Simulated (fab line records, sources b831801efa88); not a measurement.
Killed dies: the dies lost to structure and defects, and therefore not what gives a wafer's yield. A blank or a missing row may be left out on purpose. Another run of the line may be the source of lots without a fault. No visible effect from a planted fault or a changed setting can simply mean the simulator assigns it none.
Code-filled problem report in 8D (eight disciplines) form	flow gf180mcu	the parts of the form that need people (team, actions taken, sign-off) are left out

== 1. WHAT IS WRONG ==
Wafers free of any fault read 0.0693 ohm/sq (standard deviation 0.00069) for M1_ALCU_RS at GF_M1_RS_MEAS_05, against a mean of 0.0439 ohm/sq on 2 wafers of 2 lots. That puts it -37 standard deviations away from the usual mean.
The step: measures by four-point-probe.
The first sign was on wafer L869.2 at day 21 21:17, on film metro-04. The record holds 33 wafers of 11 lots with a number at this step. By rule, "out" or "out of limits" means more than 4 standard deviations away from the usual mean. The other wafers with a number count as sound.

== 2. WHAT IT IS, AND WHAT IT ISN'T ==
question	is	is not
which readings at this step	M1_ALCU_RS	-
which lots	L869, L870	L857, L858, L860, L861, L863, L867, L871, L872, L876
which wafers of those lots	L869.2, L870.5	L869.1, L869.6, L870.2, L870.6
read on which gauges	film metro-03, film metro-04	film metro-02
when	from day 21 21:17	up to then (20 sound wafers); but 11 sound wafers of L870, L871, L872, L876 came after

== 3. THE SUSPECTS, EACH WITH WHAT RULES IT OUT ==
Counting: a tool at a process step up to the reading stays a suspect if it ran every lot that is out. Sound lots after the first of them don't rule it out here, since some wafers of a struck lot are sound.
- the gauge at GF_M1_RS_MEAS_05 is ruled out. 2 gauges (film metro-03, film metro-04) read the wafers that are out.
- pvd sputter-04 at GF_M1_SPUTTER_02 (material AlCu, target thk 450 nm, time 23.9 s): kept. Ran every lot that is out, first one L869 (day 21 21:12); last sound lot up to then L867 (day 21 05:42).
Remaining after the count: pvd sputter-04 at GF_M1_SPUTTER_02.

== 4. THE CAUSE (what the simulator had put in) ==
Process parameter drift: pvd sputter-04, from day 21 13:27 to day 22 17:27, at GF_M1_SPUTTER_02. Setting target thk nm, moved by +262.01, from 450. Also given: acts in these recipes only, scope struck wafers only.
This tool alone remained once counting was done.

== 5. SEQUENCE OF EFFECTS, ordered by route ==
Each row: a reading whose mean over the struck wafers that have a number lies more than 3 standard deviations from the usual. Readings are gone through only where the record gives a usual standard deviation; hours: the median, over the lots, of the time from a lot's start at the first step in this table giving one to that lot's start at this step; sigmas: the change measured in usual standard deviations.
hours	step	reading	usual	on struck wafers	change	sigmas
0	GF_M1_RS_MEAS_05	M1_ALCU_RS	0.0693 ohm/sq	0.0439	-0.0254	-37
0	GF_M1_THK_MEAS_06	M1_ALCU_THK	450 nm	711	+261	+53
23	GF_M1_METAL_ETCH_16	oes product au	0.972 a.u.	0.998	+0.026	+4.2
Here are the process steps it includes:
- GF_M1_METAL_ETCH_16: etches the open film in Cl2/BCl3, stops on SiO2, target depth 627.5 nm, time 104.6 s.

== 6. HOW IT WOULD HAVE BEEN CAUGHT EARLIER ==
In this record the first reading out of limits at a measuring or inspecting step was taken at day 21 21:17, 8 hours after the fault began at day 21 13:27.
No tool reading at GF_M1_SPUTTER_02 that has a usual standard deviation in the record was out on any struck wafer, so an alarm limit of 4 standard deviations on those readings would not have fired.
Among the 2 lots that are out, L870 began GF_M1_SPUTTER_02 on pvd sputter-04 after day 21 21:17. Holding the tool at that time would have saved it.
